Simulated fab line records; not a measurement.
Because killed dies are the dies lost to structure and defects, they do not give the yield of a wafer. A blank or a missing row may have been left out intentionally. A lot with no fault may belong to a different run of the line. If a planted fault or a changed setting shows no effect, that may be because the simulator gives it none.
Which of the tools did it?	flow gf180mcu	6 lots, 18 wafers sampled, at 4 steps of a route of 602

== WHAT THE GAUGES SHOWED, per wafer ==
GF_TOP_METAL_CD_MEAS_14: target cd 440 nm.
lot	measured	on	cdNm (nm)
L449	day 28 11:38	cdSem-02	443.3 443.4 440.7
L452	day 29 02:36	cdSem-02	440.9 437.3 440.1
L454	day 29 14:21	cdSem-01	436.9 438.4 439.2
L465	day 32 14:26	cdSem-02	442.2 443.1 441.6
L470	day 34 01:45	cdSem-01	442.4 441.7 444.6
L471	day 34 10:12	cdSem-01	439.7 440.9 438.2

== EACH LOT AND THE TOOL THAT RAN IT (in order: tool; ch and the chambers of the sampled wafers; start) ==
lot	GF_CONTACT_SPUTTER_23	GF_V5_ETCH_16	GF_V5_SPUTTER_22
L449	pvdSputter-02, day 16 17:00	rieDiel-04 ch 1,3, day 27 15:20	pvdSputter-04, day 27 16:05
L452	pvdSputter-04, day 17 09:09	rieDiel-03 ch 0,1, day 28 05:42	pvdSputter-04, day 28 06:28
L454	pvdSputter-04, day 17 22:25	rieDiel-04 ch 0,3, day 28 17:23	pvdSputter-02, day 28 18:10
L465	pvdSputter-02, day 22 00:16	rieDiel-03 ch 0,1, day 31 20:45	pvdSputter-04, day 31 21:30
L470	pvdSputter-04, day 23 23:22	rieDiel-01 ch 0,1,2, day 33 08:50	pvdSputter-04, day 33 09:37
L471	pvdSputter-01, day 24 12:46	rieDiel-03 ch 0,1, day 33 17:44	pvdSputter-04, day 33 18:31
- GF_CONTACT_SPUTTER_23: material TiN, target thk 10 nm, time 40 s.
- GF_V5_ETCH_16: etches BARC in N2/H2.
- GF_V5_SPUTTER_22: material TiN, target thk 10 nm, time 40 s.

== THE ANSWER, worked out from the rows above alone ==
Rule: the lots themselves supply what counts as usual. Put in order of their means at a reading, lots are off if they are a third of the lots or fewer, leave a main group of 4 or more, and stand apart from it by a gap of 3 or more times the standard deviation of the main group's means; of several such gaps the widest counts. A main group whose means are all the same, to the digits that the tables above print for the reading, isn't used. Also off: a lot with no number at a reading for which 4 or more lots have one. The other lots that the step has rows for count as sound.
Across all readings shown, no lot is off: no conclusion can be drawn from this.

== WHAT THE SIMULATOR HAD PUT IN ==
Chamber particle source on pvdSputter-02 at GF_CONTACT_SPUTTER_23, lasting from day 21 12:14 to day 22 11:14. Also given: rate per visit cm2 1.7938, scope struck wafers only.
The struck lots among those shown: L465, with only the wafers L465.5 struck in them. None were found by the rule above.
